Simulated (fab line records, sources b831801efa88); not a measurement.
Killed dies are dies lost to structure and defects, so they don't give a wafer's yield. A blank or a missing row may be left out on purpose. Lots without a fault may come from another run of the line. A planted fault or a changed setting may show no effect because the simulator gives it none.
Which tool did it? | flow gf180mcu | 11 lots, 31 wafers sampled, at 2 steps of a route of 602

WHAT THE GAUGES READ, wafer by wafer
GF_M2_RS_MEAS_05: measures by four-point-probe.
lot  | measured     | on            | M2_ALCU_RS (ohm/sq)
L424 | day 18 04:05 | film_metro-04 | 0.0701 0.0700 0.0703
L428 | day 19 17:41 | film_metro-02 | 0.0701 0.0691 0.0688
L429 | day 20 04:40 | film_metro-01 | 0.0701 0.0706 0.1112
L430 | day 20 10:30 | film_metro-04 | 0.1100 0.1115
L431 | day 20 21:33 | film_metro-02 | 0.1102 0.1104
L436 | day 22 21:29 | film_metro-04 | 0.0678 0.0682 0.0682
L437 | day 23 04:38 | film_metro-02 | 0.0695 0.0696 0.0691
L442 | day 24 19:08 | film_metro-02 | 0.0707 0.0705 0.0697
L443 | day 25 00:10 | film_metro-01 | 0.0708 0.0698 0.0702
L446 | day 25 22:59 | film_metro-04 | 0.0699 0.0694 0.0691
L447 | day 26 08:44 | film_metro-02 | 0.0697 0.0705 0.0697

WHICH TOOL RAN EACH LOT (tool, then ch and the chambers of the sampled wafers, then the start)
lot  | GF_M2_SPUTTER_02
L424 | pvd_sputter-02, day 18 03:58
L428 | pvd_sputter-01, day 19 17:34
L429 | pvd_sputter-03, day 20 04:34
L430 | pvd_sputter-03, day 20 10:21
L431 | pvd_sputter-03, day 20 21:24
L436 | pvd_sputter-01, day 22 21:22
L437 | pvd_sputter-01, day 23 04:31
L442 | pvd_sputter-02, day 24 19:02
L443 | pvd_sputter-03, day 25 00:05
L446 | pvd_sputter-03, day 25 22:53
L447 | pvd_sputter-02, day 26 08:38
- GF_M2_SPUTTER_02: material AlCu, target thk 450 nm, time 23.9 s.

THE ANSWER, worked out from the rows above alone
Rule: what is usual is taken from the lots themselves. Put in order of their means at a reading, lots are off if they are a third of the lots or fewer, leave a main group of 4 or more, and stand apart from it by a gap of 3 or more times the standard deviation of the main group's means; of several such gaps the widest counts. A main group whose means are all the same, to the digits that the tables above print for the reading, isn't used. A lot without any number at a reading at which 4 lots or more have one is off too. The other lots that the step has rows for count as sound.
Off: L429, L430, L431, at GF_M2_RS_MEAS_05 (M2_ALCU_RS). The main group: mean 0.0696 ohm/sq, standard deviation 0.00069.
A tool fits if, at a process step before that reading, it ran every lot that is off, and no sound lot after the first of them. The gauges at GF_M2_RS_MEAS_05 are tried like those tools. None of those tried fits.

WHAT THE SIMULATOR HAD PUT IN
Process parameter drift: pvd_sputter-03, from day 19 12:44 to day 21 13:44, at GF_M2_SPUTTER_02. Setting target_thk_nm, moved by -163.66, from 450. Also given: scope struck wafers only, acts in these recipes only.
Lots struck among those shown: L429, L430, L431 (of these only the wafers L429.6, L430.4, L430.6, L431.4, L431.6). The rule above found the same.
